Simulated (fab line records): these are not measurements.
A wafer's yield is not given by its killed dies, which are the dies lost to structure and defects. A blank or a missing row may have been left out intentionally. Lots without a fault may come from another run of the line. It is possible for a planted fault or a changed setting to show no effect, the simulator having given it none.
Code-filled problem report in 8D (eight disciplines) form	flow sfq-line	the parts of the form that need people (team, actions taken, sign-off) are left out

== 1. WHAT IS WRONG ==
Wafers without a fault read 79.16 W, standard deviation 0.065; heater-power-total-W at SFQ_TRILAYER_I2_VIA_LITHO_PEB_070 reads a mean of 77.63 W on 9 wafers belonging to 3 lots. That is -23 standard deviations from the usual mean.
The step: peb time 60 s.
The first sign was on wafer L830.2 at day 51 03:22, on litho-track-04. At this step, 45 wafers from 15 lots have a number in the record. Rule for "out", or "out of limits": more than 4 standard deviations from the usual mean. Any other wafer with a number is counted as sound.

== 2. WHAT THIS IS AND IS NOT ==
question	is	is not
which readings at this step	heater-power-total-W, plate-temp-C	-
which lots	L830, L831, L832	L816, L817, L818, L819, L820, L821, L822, L829, L833, L836, L837, L838
which wafers of those lots	all that have a number	-
read on which tools	litho-track-04	litho-track-01, litho-track-02
when	from day 51 03:22	up to then (24 sound wafers); but 12 sound wafers of L833, L836, L837, L838 came after

== 3. SUSPECTS, AND WHAT RULES EACH OUT ==
Counting: a tool at any process step up to the reading remains a suspect when it ran all the lots that are out and ran no sound lot after the first of those.
- litho-track-04 at SFQ_TRILAYER_I2_VIA_LITHO_PEB_070 (peb time 60 s): kept. All lots that are out passed through it, beginning with L830 at day 51 03:22, and no sound lot followed; its final sound lot before that point was L822 at day 48 10:18. On those wafers its own readings are out: heater-power-total-W, plate-temp-C.
Remaining after the count: litho-track-04 at SFQ_TRILAYER_I2_VIA_LITHO_PEB_070.

== 4. THE CAUSE (what the simulator had put in) ==
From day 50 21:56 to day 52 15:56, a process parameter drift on litho-track-04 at SFQ_TRILAYER_I2_VIA_LITHO_PEB_070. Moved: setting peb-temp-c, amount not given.
After counting, this tool was the only one left.

== 5. THE CHAIN OF EFFECTS, in route order ==
Each row: a reading whose mean over the struck wafers that have a number lies more than 3 standard deviations from the usual. Scope: only readings with a usual standard deviation given in the record; hours: median across lots of the time from each lot's start at the first step in this table that gives one to its start at this step; sigmas: change in usual standard deviations.
hours	step	reading	usual	on struck wafers	change	sigmas
0	SFQ_TRILAYER_I2_VIA_LITHO_PEB_070	heater-power-total-W	79.16 W	77.63	-1.53	-23
0	SFQ_TRILAYER_I2_VIA_LITHO_PEB_070	plate-temp-C	115.02 C	113.34	-1.68	-12
Its process steps:
- SFQ_TRILAYER_I2_VIA_LITHO_PEB_070: peb time 60 s.
Later steps that measure or inspect, where all struck wafers having a row at the step show a number for every such reading and not one has moved that far: SFQ_I7_OVL_MEAS_947.

== 6. WHAT WOULD HAVE CAUGHT IT SOONER ==
5 hours passed between the start of the fault at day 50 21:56 and the first reading out of limits in this record, taken at day 51 03:22.
